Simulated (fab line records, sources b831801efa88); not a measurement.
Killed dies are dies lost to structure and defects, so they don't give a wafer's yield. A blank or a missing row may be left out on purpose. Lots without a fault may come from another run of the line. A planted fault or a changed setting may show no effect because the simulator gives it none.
Chamber matching | flow sfq_line | SFQ_TRILAYER_I6_VIA_ETCH_VIA_ETCH_172 on rie_diel-04: 4 sister chambers
The step etches SiO2 in CHF3, stops on Nb, target depth 260 nm. 4 wafers are shown with their chamber, then 7 later ones without.

WAFERS WITH THEIR CHAMBER
wafer  | chamber | oes_product_au (a.u.)
L853.6 | 3       | 0.858
L869.6 | 1       | 0.852
L871.2 | 2       | 0.861
L871.4 | 0       | 0.855

WAFERS WITHOUT THEIR CHAMBER
wafer  | oes_product_au (a.u.)
L871.5 | 0.852
L873.1 | 0.853
L873.5 | 0.851
L873.6 | 0.857
L876.1 | 0.860
L876.3 | 0.855
L876.5 | 0.863

WHICH CHAMBER EACH WENT THROUGH
wafer  | from the rows above     | in truth
L871.5 | 1                       | 1
L873.1 | can't be placed: 1 or 0 | 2
L873.5 | 1                       | 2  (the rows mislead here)
L873.6 | can't be placed: 3 or 0 | 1
L876.1 | can't be placed: 2 or 3 | 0
L876.3 | 0                       | 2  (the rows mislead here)
L876.5 | 2                       | 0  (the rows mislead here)
Placed correctly: 1 of 7. Can't be placed from these rows: 3 (the true chamber is among the candidates in 0). Placed wrongly: 3.
How it was worked out, from the rows above alone: a wafer's distance from a chamber is the root of the sum, over the readings, of the square of ((its reading less the chamber's mean) divided by the reading's scatter). The wafer belongs to the nearest chamber; if the next one is less than 2 further off, it can't be placed. A chamber's mean is the mean of its shown wafers. The scatter: with one shown wafer a chamber, the root of the mean of the squares of how far each hidden wafer lies from its nearest shown one.
